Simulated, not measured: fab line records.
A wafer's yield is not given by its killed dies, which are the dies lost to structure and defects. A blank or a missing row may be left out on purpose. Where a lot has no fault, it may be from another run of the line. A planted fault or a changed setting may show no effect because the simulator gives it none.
Chamber matching | flow gf180mcu | rie-diel-01 running GF_V5_ETCH_16: 4 sister chambers
The step etches BARC in N2/H2. 4 wafers are shown with their chamber, then 11 later ones without.

WAFERS PAIRED WITH THEIR CHAMBERS
wafer  | chamber | drypump-motor-current-A (A)
L081.1 | 3       | 6.3
L081.2 | 0       | 5.7
L086.6 | 1       | 5.8
L089.2 | 2       | 5.8

WAFERS WITH NO CHAMBER GIVEN
wafer  | drypump-motor-current-A (A)
L089.3 | 6.3
L089.4 | 5.7
L092.1 | 5.7
L092.2 | 5.9
L092.5 | 6.4
L096.1 | 5.8
L096.2 | 5.9
L096.4 | 6.3
L097.2 | 5.8
L097.5 | 5.9
L097.6 | 5.9

CHAMBER TAKEN BY EACH
wafer  | from the rows above          | in truth
L089.3 | 3                            | 3
L089.4 | can't be placed: 0 or 1 or 2 | 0
L092.1 | can't be placed: 0 or 1 or 2 | 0
L092.2 | can't be placed: 1 or 2 or 0 | 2
L092.5 | 3                            | 3
L096.1 | can't be placed: 1 or 2 or 0 | 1
L096.2 | can't be placed: 1 or 2 or 0 | 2
L096.4 | 3                            | 3
L097.2 | can't be placed: 1 or 2 or 0 | 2
L097.5 | can't be placed: 1 or 2 or 0 | 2
L097.6 | can't be placed: 1 or 2 or 0 | 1
3 of 11 placed correctly. Not placeable from these rows: 8 (in 8, the candidates include the true chamber). Wrongly placed: 0.
How it was worked out, from the rows above alone: a wafer's distance from a chamber is the root of the sum, over the readings, of the square of ((its reading less the chamber's mean) divided by the reading's scatter). If the next closest chamber is less than 2 further off than the closest, the wafer can't be placed; otherwise it belongs to the closest. Each chamber's mean is taken over the wafers shown for it. The scatter: root of mean squared gap, hidden wafer to nearest shown wafer, with one shown wafer a chamber.
